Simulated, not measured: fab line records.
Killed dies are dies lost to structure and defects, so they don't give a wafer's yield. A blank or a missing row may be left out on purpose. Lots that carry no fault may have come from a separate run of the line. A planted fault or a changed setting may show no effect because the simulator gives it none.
fab line records + flow sky130
[record]
- lots = 11
- wafers = 33
- last-day = 52
route steps=708 shown VIA1@472 CAP2M@617 METAL4@630 PAD_OPEN@707
lots that met no fault: taken from a fault-free run of the same line
start-h: hours from the record's first day to the start of the lot's first wafer shown + wait-h: hours from the lot's prior step to this one + " as in the row above + L1.1+2: a single row standing in for several wafers + - no value, or no start was given + * or withheld: withheld + < > ~ a bound
route shown NAME@n: a module of which the file shows steps, and the number in the route of the first + usual: mean and standard deviation over wafers with no fault + same: alike in all rows + chamber/n: place in a boat + sites: per-site readings + _std_site: how widely they spread, as a standard deviation + _edge_site: inner sites' mean taken away from outer sites' mean + radius-mm: for every site, how far away it sits from the centre of the wafer + mask NAME#n: copy n + behind: the last tool/chamber to shape the wafer + hold: what put the lot on hold/how long, in hours/how the hold closed + device: the n, p or np transistor that did not switch + end of line: at the end of the route, the tests of the same wafers + a step given without rows: its recipe and nothing more + killed: not the wafer's yield, but the dies lost to structure and defects at the first sort + map: shows each die of a wafer: x if killed, . if not, _ if none is there
set.NAME: the setting as run; set.NAME@STEP: as run at that earlier step + model.NAME: the simulator's own value behind a step, which no gauge read
one table for each step of the route and one row for each wafer, over a sample of lots
services: from which hour (start-h, from the record's first day; less than 0 if before it) a tool's chamber was out of use, for how many hours, and why
[[steps]]
[step SKY_VIA1_ETCH_14]
[recipe]
- chemistry = N2/H2
- target = BARC
- ion-energy-ev = 200
- source-w = 500
- bias-w = 100
- pressure-mtorr = 30
- n2-flow-sccm = 100
- h2-flow-sccm = 200
- stop-on = SiO2
- time-s = 45.9
- target-depth-a = 600
[usual]
- chamber-pressure-mTorr = 30.00/0.03
- drypump-motor-current-A = 5.6/0.62
- oes-product-au = 0.855/0.0046
- throttle-valve-pct = 13.225/0.0096
| lot.wafer | tool        | chamber | start-h | wait-h | chamber-pressure-mTorr | drypump-motor-current-A | oes-product-au | rf-hours-counter-h | throttle-valve-pct |
|-----------|-------------|---------|---------|--------|------------------------|-------------------------|----------------|--------------------|--------------------|
| L240.1    | rie-diel-03 | 3       | 743.47  | 0.0    | 29.96                  | 6.1                     | 0.850          | 7                  | 13.219             |
| L240.3    | "           | 0       | "       | "      | 29.99                  | 4.8                     | 0.866          | 23                 | 13.241             |
| L240.6    | "           | 3       | "       | "      | 29.99                  | 6.1                     | 0.858          | -                  | 13.227             |
| L241.1    | rie-diel-04 | 3       | 745.82  | 0.0    | 30.04                  | 5.8                     | 0.849          | 13                 | 13.245             |
| L241.3    | "           | 2       | "       | "      | 30.00                  | 5.2                     | 0.855          | 32                 | 13.221             |
| L241.6    | "           | 1       | "       | "      | 30.00                  | 6.3                     | 0.863          | -                  | 13.225             |
| L245.1    | rie-diel-04 | 1       | 767.69  | 0.0    | 29.96                  | 6.4                     | 0.859          | 18                 | 13.214             |
| L245.2    | "           | 2       | "       | "      | 30.02                  | 5.2                     | 0.865          | 32                 | 13.219             |
| L245.6    | "           | 2       | "       | "      | 30.04                  | 5.2                     | 0.855          | -                  | 13.222             |
| L246.2    | rie-diel-03 | 0       | 781.89  | 0.0    | 29.99                  | 4.8                     | 0.849          | 25                 | 13.219             |
| L246.4    | "           | 2       | "       | "      | 30.01                  | 4.8                     | 0.853          | 12                 | 13.230             |
| L246.6    | "           | 0       | "       | "      | 30.00                  | 4.8                     | 0.860          | -                  | 13.220             |
| L247.2    | rie-diel-04 | 3       | 790.22  | 0.0    | 30.04                  | 5.8                     | 0.850          | 14                 | 13.230             |
| L247.3    | "           | 1       | "       | "      | 30.02                  | 6.4                     | 0.852          | 18                 | 13.225             |
| L247.4    | "           | 2       | "       | "      | 29.95                  | 5.2                     | 0.858          | 33                 | 13.228             |
| L249.1    | rie-diel-04 | 3       | 793.72  | 0.0    | 30.05                  | 5.8                     | 0.856          | 14                 | 13.231             |
| L249.3    | "           | 2       | "       | "      | 30.00                  | 5.2                     | 0.852          | 33                 | 13.229             |
| L249.6    | "           | 0       | "       | "      | 29.99                  | 6.4                     | 0.854          | -                  | 13.226             |
| L248.2    | rie-diel-03 | 3       | 794.84  | 0.0    | 29.98                  | 6.1                     | 0.861          | 8                  | 13.230             |
| L248.4    | "           | 1       | "       | "      | 29.98                  | 5.4                     | 0.853          | 8                  | 13.210             |
| L248.5    | "           | 2       | "       | "      | 30.04                  | 4.8                     | 0.862          | -                  | 13.221             |
| L251.2    | rie-diel-04 | 2       | 809.59  | 0.0    | 29.97                  | 5.2                     | 0.858          | 33                 | 13.215             |
| L251.4    | "           | 0       | "       | "      | 30.01                  | 6.4                     | 0.857          | 6                  | 13.230             |
| L251.5    | "           | 3       | "       | "      | 30.00                  | 5.8                     | 0.853          | -                  | 13.249             |
| L259.2    | rie-diel-04 | 2       | 1027.72 | 0.0    | 30.03                  | 5.2                     | 0.849          | 6                  | 13.227             |
| L259.3    | "           | 3       | "       | "      | 29.96                  | 5.8                     | 0.860          | 21                 | 13.220             |
| L259.4    | "           | 1       | "       | "      | 30.03                  | 6.4                     | 0.859          | 3                  | 13.217             |
| L260.2    | rie-diel-04 | 3       | 1034.34 | 0.0    | 30.04                  | 5.7                     | 0.858          | 21                 | 13.210             |
| L260.3    | "           | 0       | "       | "      | 30.03                  | 6.4                     | 0.860          | 12                 | 13.231             |
| L260.4    | "           | 2       | "       | "      | 30.00                  | 5.2                     | 0.848          | 6                  | 13.222             |
| L262.2    | rie-diel-04 | 3       | 1035.69 | 0.0    | 30.00                  | 5.8                     | 0.854          | 21                 | 13.205             |
| L262.3    | "           | 2       | "       | "      | 29.98                  | 5.2                     | 0.854          | 6                  | 13.223             |
| L262.5    | "           | 1       | "       | "      | 29.97                  | 6.3                     | 0.860          | -                  | 13.227             |
[step SKY_CAP2M_STRIP_14]
[recipe]
- chemistry = O2/N2
- power-w = 1400
- pressure-mtorr = 1500
- platen-temp-c = withheld
- o2-flow-sccm = 3000
- n2-flow-sccm = 300
- overash-fraction = 0.5
[usual]
- chamber-pressure-mTorr = 1499.9/1.2
- drypump-motor-current-A = 5.83/0.2
- oes-product-au = 0.710/0.0041
- strip-time-to-endpoint-s = 12.67/0.047
| lot.wafer | tool            | chamber | start-h | wait-h | chamber-pressure-mTorr | drypump-motor-current-A | oes-product-au | rf-hours-counter-h | strip-time-to-endpoint-s |
|-----------|-----------------|---------|---------|--------|------------------------|-------------------------|----------------|--------------------|--------------------------|
| L240.1    | plasma-asher-04 | 1       | 910.63  | 0.1    | 1499.2                 | 5.90                    | 0.712          | 16                 | 12.70                    |
| L240.3    | "               | 1       | "       | "      | 1497.2                 | 5.86                    | 0.705          | -                  | 12.70                    |
| L240.6    | "               | 1       | "       | "      | 1497.6                 | 5.89                    | 0.704          | -                  | 12.72                    |
| L241.1    | plasma-asher-03 | 1       | 911.88  | 0.1    | 1497.4                 | 6.17                    | 0.709          | 109                | 12.71                    |
| L241.3    | "               | 1       | "       | "      | 1500.4                 | 6.15                    | 0.709          | -                  | 12.68                    |
| L241.6    | "               | 1       | "       | "      | 1498.5                 | 6.19                    | 0.705          | -                  | 12.68                    |
| L245.1    | plasma-asher-02 | 1       | 934.17  | 0.1    | 1499.2                 | 5.98                    | 0.708          | 50                 | 12.59                    |
| L245.2    | "               | 0       | "       | "      | 1499.4                 | 5.97                    | 0.708          | 50                 | 12.60                    |
| L245.6    | "               | 0       | "       | "      | 1499.4                 | 5.98                    | 0.715          | -                  | 12.59                    |
| L246.2    | plasma-asher-03 | 1       | 948.72  | 0.1    | 1502.1                 | 6.16                    | 0.707          | 113                | 12.64                    |
| L246.4    | "               | 1       | "       | "      | 1499.1                 | 6.13                    | 0.711          | -                  | 12.67                    |
| L246.6    | "               | 1       | "       | "      | 1500.5                 | 6.15                    | 0.707          | -                  | 12.65                    |
| L247.2    | plasma-asher-04 | 0       | 957.55  | 0.1    | 1500.0                 | 5.56                    | 0.705          | 20                 | 12.61                    |
| L247.3    | "               | 0       | "       | "      | 1499.8                 | 5.55                    | 0.713          | -                  | 12.63                    |
| L247.4    | "               | 1       | "       | "      | 1499.2                 | 5.88                    | 0.708          | -                  | 12.64                    |
| L249.1    | plasma-asher-02 | 1       | 958.18  | 0.1    | 1500.5                 | 5.94                    | 0.711          | 52                 | 12.63                    |
| L249.3    | "               | 1       | "       | "      | 1500.3                 | 5.97                    | 0.721          | -                  | 12.64                    |
| L249.6    | "               | 0       | "       | "      | 1499.5                 | 5.95                    | 0.706          | -                  | 12.63                    |
| L248.2    | plasma-asher-03 | 1       | 960.40  | 0.1    | 1499.8                 | 6.17                    | 0.710          | 114                | 12.68                    |
| L248.4    | "               | 0       | "       | "      | 1500.2                 | 5.84                    | 0.704          | -                  | 12.62                    |
| L248.5    | "               | 1       | "       | "      | 1499.4                 | 6.16                    | 0.703          | -                  | 12.67                    |
| L251.2    | plasma-asher-04 | 1       | 974.15  | 0.1    | 1501.2                 | 5.96                    | 0.716          | 22                 | 12.62                    |
| L251.4    | "               | 1       | "       | "      | 1501.5                 | 5.93                    | 0.717          | -                  | 12.64                    |
| L251.5    | "               | 1       | "       | "      | 1500.1                 | 5.91                    | 0.703          | -                  | 12.57                    |
| L259.2    | plasma-asher-04 | 1       | 1149.38 | 0.1    | 1499.5                 | 5.92                    | 0.709          | 42                 | 12.70                    |
| L259.3    | "               | 1       | "       | "      | 1498.7                 | 5.89                    | 0.704          | -                  | 12.63                    |
| L259.4    | "               | 0       | "       | "      | 1500.4                 | 5.56                    | 0.712          | -                  | 12.67                    |
| L260.2    | plasma-asher-04 | 0       | 1154.92 | 0.1    | 1499.8                 | 5.55                    | 0.711          | 42                 | 12.67                    |
| L260.3    | "               | 1       | "       | "      | 1500.4                 | 5.92                    | 0.713          | -                  | 12.65                    |
| L260.4    | "               | 0       | "       | "      | 1500.8                 | 5.54                    | 0.715          | -                  | 12.68                    |
| L262.2    | plasma-asher-04 | 1       | 1155.22 | 0.1    | 1500.1                 | 5.89                    | 0.707          | 42                 | 12.72                    |
| L262.3    | "               | 0       | "       | "      | 1498.6                 | 5.55                    | 0.707          | -                  | 12.69                    |
| L262.5    | "               | 0       | "       | "      | 1502.6                 | 5.57                    | 0.717          | -                  | 12.74                    |
[step SKY_METAL4_OVL_MEAS_14]
[usual]
- METAL4_OVL = -2/5.4
| lot.wafer | tool       | chamber | start-h | wait-h | METAL4_OVL[nm] |
|-----------|------------|---------|---------|--------|----------------|
| L240.1    | overlay-02 | -       | 937.23  | 0.1    | -5             |
| L240.3    | "          | -       | "       | "      | -4             |
| L240.6    | "          | -       | "       | "      | -5             |
| L241.1    | overlay-01 | -       | 938.56  | 0.1    | -6             |
| L241.3    | "          | -       | "       | "      | -6             |
| L241.6    | "          | -       | "       | "      | 0              |
| L245.1    | overlay-02 | -       | 959.81  | 0.1    | -8             |
| L245.2    | "          | -       | "       | "      | -3             |
| L245.6    | "          | -       | "       | "      | -1             |
| L246.2    | overlay-01 | -       | 973.83  | 0.1    | 3              |
| L246.4    | "          | -       | "       | "      | -1             |
| L246.6    | "          | -       | "       | "      | 2              |
| L247.2    | overlay-02 | -       | 983.51  | 0.1    | -3             |
| L247.3    | "          | -       | "       | "      | -5             |
| L247.4    | "          | -       | "       | "      | 7              |
| L249.1    | overlay-02 | -       | 984.81  | 0.1    | -2             |
| L249.3    | "          | -       | "       | "      | -4             |
| L249.6    | "          | -       | "       | "      | -8             |
| L248.2    | overlay-01 | -       | 986.06  | 0.1    | -4             |
| L248.4    | "          | -       | "       | "      | -11            |
| L248.5    | "          | -       | "       | "      | -2             |
| L251.2    | overlay-02 | -       | 1000.21 | 0.1    | 0              |
| L251.4    | "          | -       | "       | "      | 0              |
| L251.5    | "          | -       | "       | "      | 3              |
| L259.2    | overlay-02 | -       | 1166.63 | 0.1    | 5              |
| L259.3    | "          | -       | "       | "      | -2             |
| L259.4    | "          | -       | "       | "      | 1              |
| L260.2    | overlay-01 | -       | 1172.62 | 0.1    | 17             |
| L260.3    | "          | -       | "       | "      | 8              |
| L260.4    | "          | -       | "       | "      | 16             |
| L262.2    | overlay-01 | -       | 1173.32 | 0.1    | 5              |
| L262.3    | "          | -       | "       | "      | 7              |
| L262.5    | "          | -       | "       | "      | 0              |
[step SKY_PAD_OPEN_BOW_MEAS_13]
[recipe]
- mode = bow
[usual]
- PAD_OPEN_BOW = 47/8
| lot.wafer | tool          | chamber | start-h | wait-h | PAD_OPEN_BOW[um] |
|-----------|---------------|---------|---------|--------|------------------|
| L240.1    | film-metro-02 | -       | 1040.39 | -      | 37               |
| L240.3    | "             | -       | "       | "      | 40               |
| L240.6    | "             | -       | "       | "      | 32               |
| L241.1    | film-metro-04 | -       | 1041.89 | -      | 47               |
| L241.3    | "             | -       | "       | "      | 37               |
| L241.6    | "             | -       | "       | "      | 48               |
| L245.1    | film-metro-04 | -       | 1057.59 | -      | 69               |
| L245.2    | "             | -       | "       | "      | 52               |
| L245.6    | "             | -       | "       | "      | 65               |
| L246.2    | film-metro-02 | -       | 1069.41 | -      | 35               |
| L246.4    | "             | -       | "       | "      | 38               |
| L246.6    | "             | -       | "       | "      | 34               |
| L247.2    | film-metro-04 | -       | 1077.16 | -      | 51               |
| L247.3    | "             | -       | "       | "      | 51               |
| L247.4    | "             | -       | "       | "      | 54               |
| L249.1    | film-metro-03 | -       | 1078.69 | -      | 44               |
| L249.3    | "             | -       | "       | "      | 53               |
| L249.6    | "             | -       | "       | "      | 52               |
| L248.2    | film-metro-04 | -       | 1080.21 | -      | 54               |
| L248.4    | "             | -       | "       | "      | 52               |
| L248.5    | "             | -       | "       | "      | 47               |
| L251.2    | film-metro-02 | -       | 1090.21 | -      | 46               |
| L251.4    | "             | -       | "       | "      | 38               |
| L251.5    | "             | -       | "       | "      | 47               |
| L259.2    | film-metro-03 | -       | 1238.91 | -      | 55               |
| L259.3    | "             | -       | "       | "      | 49               |
| L259.4    | "             | -       | "       | "      | 33               |
| L260.2    | film-metro-03 | -       | 1242.66 | -      | 40               |
| L260.3    | "             | -       | "       | "      | 57               |
| L260.4    | "             | -       | "       | "      | 43               |
| L262.2    | film-metro-02 | -       | 1242.66 | -      | 33               |
| L262.3    | "             | -       | "       | "      | 56               |
| L262.5    | "             | -       | "       | "      | 38               |
[step SKY_PAD_OPEN_PROBE_99]
[usual]
- defect-limited-yield = 82.5/1.9
- killed_at_M0_to_M3 = 43/7
- killed_at_M4_up = 2.7/1.6
- killed-at-contacts = 24/5.3
- killed-at-front-end = 16/4.6
- killed-at-other = 0.3/0.53
- killed-dies = 86/9.3
- killed-on-rim = 17/4
- killed-open = 47/6.9
- killed-short = 38/6.1
- sort_bin_3_pad_short = 0.9/0.4
- sort_bin_5_function = 10.3/1.4
- sort_bin_6_memory = 6.3/1.1
- sort-n-pass = 406/9.3
- sort-yield-pct = 82.5/1.9
[same]
- gross-dies = 492
- killed-at-back-side = 0
- sort_bin_4_leakage[%] = 0
- sort_bin_8_speed[%] = 0
| lot.wafer | tool      | chamber | start-h | wait-h | defect-limited-yield[%] | killed_at_M0_to_M3 | killed_at_M4_up | killed-at-contacts | killed-at-front-end | killed-at-other | killed-dies | killed-on-rim | killed-open | killed-short | sort_bin_3_pad_short[%] | sort_bin_5_function[%] | sort_bin_6_memory[%] | sort-n-pass | sort-yield-pct[%] |
|-----------|-----------|---------|---------|--------|-------------------------|--------------------|-----------------|--------------------|---------------------|-----------------|-------------|---------------|-------------|--------------|-------------------------|------------------------|----------------------|-------------|-------------------|
| L241.1    | prober-01 | -       | 1042.01 | 0.1    | 83.5                    | 39                 | 2               | 25                 | 15                  | 0               | 81          | 14            | 49          | 32           | 0.6                     | 8.7                    | 7.1                  | 411         | 83.5              |
| L241.3    | prober-01 | -       | 1042.11 | 0.2    | 81.9                    | 40                 | 5               | 25                 | 19                  | 0               | 89          | 17            | 46          | 43           | 1.6                     | 10.2                   | 6.3                  | 403         | 81.9              |
| L241.6    | prober-01 | -       | 1042.26 | 0.2    | 86.0                    | 39                 | 0               | 22                 | 8                   | 0               | 69          | 16            | 46          | 23           | 0.2                     | 8.7                    | 5.1                  | 423         | 86.0              |
| L247.2    | prober-01 | -       | 1077.31 | 0.1    | 82.5                    | 47                 | 2               | 24                 | 13                  | 0               | 86          | 20            | 53          | 33           | 0.2                     | 10.4                   | 6.9                  | 406         | 82.5              |
| L247.3    | prober-01 | -       | 1077.36 | 0.2    | 82.7                    | 47                 | 2               | 24                 | 12                  | 0               | 85          | 9             | 44          | 41           | 1.2                     | 10.6                   | 5.5                  | 407         | 82.7              |
| L247.4    | prober-01 | -       | 1077.41 | 0.2    | 81.7                    | 54                 | 3               | 21                 | 12                  | 0               | 90          | 19            | 43          | 47           | 0.4                     | 12.2                   | 5.7                  | 402         | 81.7              |
| L249.1    | prober-02 | -       | 1078.81 | 0.1    | 80.7                    | 49                 | 2               | 32                 | 11                  | 1               | 95          | 21            | 53          | 42           | 0.8                     | 11.4                   | 7.1                  | 397         | 80.7              |
| L249.3    | prober-02 | -       | 1078.91 | 0.2    | 83.5                    | 42                 | 1               | 25                 | 13                  | 0               | 81          | 18            | 52          | 29           | 0.8                     | 8.5                    | 7.1                  | 411         | 83.5              |
| L249.6    | prober-02 | -       | 1079.06 | 0.2    | 82.5                    | 44                 | 4               | 22                 | 15                  | 1               | 86          | 14            | 42          | 44           | 0.6                     | 10.2                   | 6.7                  | 406         | 82.5              |
| L251.2    | prober-01 | -       | 1090.36 | 0.1    | 86.2                    | 32                 | 1               | 23                 | 12                  | 0               | 68          | 9             | 40          | 28           | 0.8                     | 8.1                    | 4.9                  | 424         | 86.2              |
| L251.4    | prober-01 | -       | 1090.46 | 0.2    | 72.8                    | 90                 | 3               | 28                 | 13                  | 0               | 134         | 11            | 43          | 33           | 3.0                     | 16.9                   | 7.3                  | 358         | 72.8              |
| L251.5    | prober-01 | -       | 1090.51 | 0.2    | 83.3                    | 36                 | 3               | 27                 | 16                  | 0               | 82          | 15            | 42          | 40           | 0.6                     | 10.4                   | 5.7                  | 410         | 83.3              |
// killed by level:class
L241.1 CONTACT:geometric-particle:open=11 VIA1:geometric-particle:open=9 LI_CONTACT:geometric-particle:open=9 VIA3:geometric-particle:open=7 METAL1:geometric-particle:short=6 POLY_GATE:geometric-particle:short=5 METAL2:geometric-particle:short=5 VIA1:geometric-particle:short=4
L241.3 CONTACT:geometric-particle:open=12 VIA1:geometric-particle:short=10 VIA1:geometric-particle:open=8 LI_CONTACT:geometric-particle:open=6 VIA3:geometric-particle:open=6 METAL4:geometric-particle:short=5 POLY_GATE:geometric-particle:short=5 FIELD_ISO:geometric-particle:open=4
L241.6 VIA1:geometric-particle:open=12 CONTACT:geometric-particle:open=9 LI_CONTACT:geometric-particle:open=8 VIA1:geometric-particle:short=5 VIA3:geometric-particle:open=5 LI_CONTACT:geometric-particle:short=4 FIELD_ISO:geometric-particle:open=3 METAL2:geometric-particle:short=3
L247.2 VIA1:geometric-particle:open=17 CONTACT:geometric-particle:open=9 CONTACT:geometric-particle:short=6 LI_CONTACT:geometric-particle:open=5 VIA2:geometric-particle:open=5 VIA1:geometric-particle:short=5 METAL2:geometric-particle:short=5 VIA3:geometric-particle:open=5
L247.3 VIA1:geometric-particle:open=10 VIA3:geometric-particle:open=8 CONTACT:geometric-particle:short=6 VIA2:geometric-particle:open=6 LI_CONTACT:geometric-particle:open=5 CONTACT:geometric-particle:open=5 METAL1:geometric-particle:short=5 VIA3:geometric-particle:short=5
L247.4 VIA1:geometric-particle:open=9 METAL1:geometric-particle:short=9 CONTACT:geometric-particle:open=8 VIA3:geometric-particle:open=8 VIA2:geometric-particle:open=7 VIA3:geometric-particle:short=6 LOCAL_INTERCONNECT:geometric-particle:short=5 METAL2:geometric-particle:short=5
L249.1 LI_CONTACT:geometric-particle:open=12 CONTACT:geometric-particle:open=11 VIA1:geometric-particle:open=10 METAL1:geometric-particle:short=8 VIA3:geometric-particle:open=8 METAL2:geometric-particle:short=7 VIA2:geometric-particle:short=6 LOCAL_INTERCONNECT:geometric-particle:short=4
L249.3 CONTACT:geometric-particle:open=13 VIA1:geometric-particle:open=13 LI_CONTACT:geometric-particle:open=6 VIA3:geometric-particle:open=5 FIELD_ISO:geometric-particle:short=4 METAL1:geometric-particle:open=4 METAL2:geometric-particle:short=4 LI_CONTACT:geometric-particle:short=3
L249.6 METAL2:geometric-particle:short=7 VIA2:geometric-particle:open=7 CONTACT:geometric-particle:short=6 LI_CONTACT:geometric-particle:open=6 LOCAL_INTERCONNECT:geometric-particle:short=6 METAL1:geometric-particle:short=6 VIA1:geometric-particle:open=6 VIA3:geometric-particle:open=5
L251.2 LI_CONTACT:geometric-particle:open=8 CONTACT:geometric-particle:open=7 METAL1:geometric-particle:short=7 FIELD_ISO:geometric-particle:open=5 VIA1:geometric-particle:open=5 VIA3:geometric-particle:open=5 POLY_GATE:geometric-particle:short=4 LOCAL_INTERCONNECT:geometric-particle:short=4
L251.4 VIA1:unspecified=58 CONTACT:geometric-particle:open=10 LI_CONTACT:geometric-particle:open=9 METAL1:geometric-particle:short=6 VIA3:geometric-particle:open=6 FIELD_ISO:geometric-particle:short=4 POLY_GATE:geometric-particle:short=4 CONTACT:geometric-particle:short=4
L251.5 CONTACT:geometric-particle:short=9 CONTACT:geometric-particle:open=9 VIA1:geometric-particle:open=8 METAL2:geometric-particle:short=5 POLY_GATE:geometric-particle:short=4 POLY_GATE:geometric-particle:open=4 SPACER:geometric-particle:open=4 METAL1:geometric-particle:open=4
[[services]]
| tool            | chamber | start-h | hours | kind           |
|-----------------|---------|---------|-------|----------------|
| plasma-asher-02 | -       | 730.37  | 2.8   | pm             |
| plasma-asher-04 | -       | 733.75  | 9.0   | pm             |
| rie-diel-04     | 2       | 810.73  | -     | clean          |
| rie-diel-04     | 2       | 810.73  | 13.1  | scheduled-down |
| rie-diel-04     | 2       | 810.73  | 13.1  | vent-cycle     |
| rie-diel-04     | 2       | 831.35  | 3.2   | repair         |
| rie-diel-03     | 3       | 881.48  | 1.4   | repair         |
| plasma-asher-04 | -       | 892.34  | 11.9  | repair         |
| rie-diel-04     | 1       | 916.38  | -     | clean          |
| rie-diel-04     | 1       | 916.38  | 20.2  | scheduled-down |
| rie-diel-04     | 1       | 916.38  | 20.2  | vent-cycle     |
| plasma-asher-04 | -       | 931.85  | 0.4   | repair         |
| rie-diel-03     | -       | 985.03  | 2.8   | pm             |
| plasma-asher-02 | -       | 1012.44 | 1.7   | repair         |
| plasma-asher-03 | -       | 1055.25 | 9.0   | pm             |
| plasma-asher-04 | -       | 1056.93 | 1.0   | repair         |
| rie-diel-03     | 1       | 1059.52 | 2.2   | repair         |
| plasma-asher-03 | -       | 1073.15 | 11.7  | repair         |
| plasma-asher-03 | -       | 1095.26 | 8.2   | repair         |
| rie-diel-04     | 1       | 1103.89 | 8.9   | repair         |
| rie-diel-03     | -       | 1112.24 | 0.3   | repair         |
| plasma-asher-04 | -       | 1118.63 | 1.7   | repair         |
| rie-diel-03     | 2       | 1133.88 | 6.3   | repair         |
| plasma-asher-02 | -       | 1142.28 | 0.6   | repair         |
[[key]]
[first-sign]
- step = SKY_PAD_OPEN_PROBE_99
- reading = killed_at_M0_to_M3
- direction = up
- sigmas = 6.7
- usual = 43
- struck = 90
[effect]
- step = SKY_PAD_OPEN_PROBE_99
- reading = sort_bin_3_pad_short
- direction = up
- sigmas = 5.4
- usual = 0.9
- struck = 3.0
met-at SKY_VIA1_ETCH_14
struck-lots L251
struck-wafers L251.4
not-acting-at SKY_CAP2M_STRIP_14,SKY_METAL4_OVL_MEAS_14,SKY_PAD_OPEN_BOW_MEAS_13
onset-between 793.72 809.59
[fault]
- kind = chamber-particle-source
- tool = rie-diel-04
- chamber = 0
- onset-h = 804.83
- steps = SKY_VIA1_ETCH_14
- rate-per-visit-cm2 = 0.92769
- end-h = 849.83
